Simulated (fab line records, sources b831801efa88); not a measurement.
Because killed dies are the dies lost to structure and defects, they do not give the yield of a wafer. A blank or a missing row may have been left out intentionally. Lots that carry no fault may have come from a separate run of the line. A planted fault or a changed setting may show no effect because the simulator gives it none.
Which tool was responsible? -- flow gf180mcu -- 13 lots with 38 wafers sampled at 4 steps, on a route of 602 steps

## WHAT EACH GAUGE READ, for each wafer
GF_PASSIVATION_BOW_MEAS_14. Usual: PASSIVATION_BOW 139 um, standard deviation 11.
lot,measured,on,PASSIVATION_BOW (um),flag
L832,day 29 10:35,film-metro-01,127 124 129,
L833,day 29 19:22,film-metro-02,121 131 119,
L834,day 29 23:38,film-metro-01,144 128 134,
L837,day 30 23:37,film-metro-03,130 140 135,
L839,day 31 10:11,film-metro-01,130 120 130,
L838,day 31 11:18,film-metro-01,145 151 137,
L840,day 31 17:17,film-metro-01,142 137 137,
L841,day 32 02:01,film-metro-02,115 124 111,
L844,day 32 18:38,film-metro-02,153 151 155,
L845,day 33 00:46,film-metro-01,111 134 147,
L848,day 33 17:39,film-metro-02,149 163 144,
L852,day 34 11:58,film-metro-02,129 131 128,
L853,day 34 18:43,film-metro-02,140 132,

## WHICH TOOL RAN EACH LOT (tool, then ch and the chambers of the sampled wafers, then the start)
lot,GF_V5_ETCH_16,GF_V5_CVD_23,GF_TOP_METAL_SPUTTER_03
L832,"rie-diel-04 ch 2,3, day 27 14:25","cvd-w-02 ch 0,1, day 27 15:16","pvd-sputter-01, day 27 16:02"
L833,"rie-diel-03 ch 1,2, day 27 23:16","cvd-w-01 ch 0,1, day 28 00:05","pvd-sputter-01, day 28 00:49"
L834,"rie-diel-02 ch 0,2, day 28 04:43","cvd-w-01 ch 0,1, day 28 05:36","pvd-sputter-04, day 28 06:35"
L837,"rie-diel-02 ch 0,1, day 29 05:43","cvd-w-02 ch 0,1, day 29 06:30","pvd-sputter-01, day 29 07:16"
L839,"rie-diel-02 ch 0,1,3, day 29 16:40","cvd-w-02 ch 0,1, day 29 17:29","pvd-sputter-03, day 29 18:15"
L838,"rie-diel-03 ch 0,1,2, day 29 18:37","cvd-w-01 ch 0,1, day 29 19:26","pvd-sputter-03, day 29 20:12"
L840,"rie-diel-03 ch 0,2,3, day 30 01:10","cvd-w-02 ch 0,1, day 30 01:58","pvd-sputter-03, day 30 02:44"
L841,"rie-diel-03 ch 0,1,3, day 30 09:58","cvd-w-02 ch 0,1, day 30 10:49","pvd-sputter-04, day 30 11:35"
L844,"rie-diel-04 ch 0,3, day 31 03:10","cvd-w-02 ch 0,1, day 31 03:57","pvd-sputter-03, day 31 04:59"
L845,"rie-diel-03 ch 0,3, day 31 11:01","cvd-w-02 ch 0,1, day 31 11:47","pvd-sputter-03, day 31 12:34"
L848,"rie-diel-02 ch 0,2,3, day 32 05:13","cvd-w-01 ch 0,1, day 32 06:00","pvd-sputter-04, day 32 06:46"
L852,"rie-diel-03 ch 0,1,3, day 33 01:13","cvd-w-02 ch 0,1, day 33 02:02","pvd-sputter-04, day 33 02:49"
L853,"rie-diel-04 ch 2, day 33 08:13","cvd-w-01 ch 0,1, day 33 09:03","pvd-sputter-01, day 33 09:47"
- GF_V5_ETCH_16: etches BARC in N2/H2.
- GF_V5_CVD_23: deposits W, target thk 350 nm, time 104.9 s.
- GF_TOP_METAL_SPUTTER_03: material Ti, target thk 5 nm, time 3.3 s.

## AS READ BY THE TOOLS THEMSELVES (means over the sampled wafers that have a number; for cases with no such wafer, the mark the record gives instead)
GF_V5_ETCH_16. Usual: drypump-motor-current-A 5.8 A, standard deviation 0.33; oes-product-au 0.856 a.u., standard deviation 0.0046; rf-fwd-power-W 495.7 W, standard deviation 1.6; throttle-valve-pct 13.226 %, standard deviation 0.0089.
lot,tool,drypump-motor-current-A (A),oes-product-au (a.u.),rf-fwd-power-W (W),throttle-valve-pct (%),flag
L832,rie-diel-04,6.3,0.859,493.6,13.224,
L833,rie-diel-03,5.3,0.855,494.4,13.215,
L834,rie-diel-02,5.8,0.853,497.1,13.225,
L837,rie-diel-02,5.7,0.859,496.8,13.223,
L839,rie-diel-02,5.8,0.855,496.2,13.219,
L838,rie-diel-03,5.4,0.851,495.6,13.224,
L840,rie-diel-03,5.6,0.854,496.3,13.220,
L841,rie-diel-03,5.7,0.855,495.3,13.218,
L844,rie-diel-04,5.8,0.852,495.6,13.232,
L845,rie-diel-03,5.8,0.858,496.2,13.227,
L848,rie-diel-02,5.9,0.851,495.5,13.221,
L852,rie-diel-03,5.7,0.856,494.1,13.224,
L853,rie-diel-04,6.5,0.858,494.5,13.230,

GF_V5_CVD_23. Usual: heater-power-w at 774 W, with a standard deviation of 69.
lot,tool,heater-power-w (W),flag
L832,cvd-w-02,700,
L833,cvd-w-01,870,
L834,cvd-w-01,817,
L837,cvd-w-02,712,
L839,cvd-w-02,721,
L838,cvd-w-01,833,
L840,cvd-w-02,712,
L841,cvd-w-02,714,
L844,cvd-w-02,711,
L845,cvd-w-02,717,
L848,cvd-w-01,851,
L852,cvd-w-02,718,
L853,cvd-w-01,840,

GF_TOP_METAL_SPUTTER_03. Usual: throttle-valve-pct at 30.0 %, with a standard deviation of 1.4.
lot,tool,throttle-valve-pct (%),flag
L832,pvd-sputter-01,29.1,
L833,pvd-sputter-01,29.3,
L834,pvd-sputter-04,30.5,
L837,pvd-sputter-01,29.1,
L839,pvd-sputter-03,29.1,
L838,pvd-sputter-03,30.4,
L840,pvd-sputter-03,29.9,
L841,pvd-sputter-04,30.6,
L844,pvd-sputter-03,29.2,
L845,pvd-sputter-03,29.4,
L848,pvd-sputter-04,31.3,
L852,pvd-sputter-04,31.0,
L853,pvd-sputter-01,30.5,

## THE ANSWER, worked out from the rows above alone
Rule: a lot counts as off when the mean over its wafers that have a number is more than 3 standard deviations away from the usual mean. Also off: a lot with no number at a reading for which 4 or more lots have one. Any other lot the step has rows for is counted as sound. After the gauges, taken in route order, come the tools' own readings; for these a lot's mean is taken, as printed above. The first step at which some lot is off is used, and at that step the reading that is off furthest; a lot without a number counts as furthest.
Across all readings shown, no lot is off: no conclusion can be drawn from this.

## WHAT HAD BEEN PUT IN BY THE SIMULATOR
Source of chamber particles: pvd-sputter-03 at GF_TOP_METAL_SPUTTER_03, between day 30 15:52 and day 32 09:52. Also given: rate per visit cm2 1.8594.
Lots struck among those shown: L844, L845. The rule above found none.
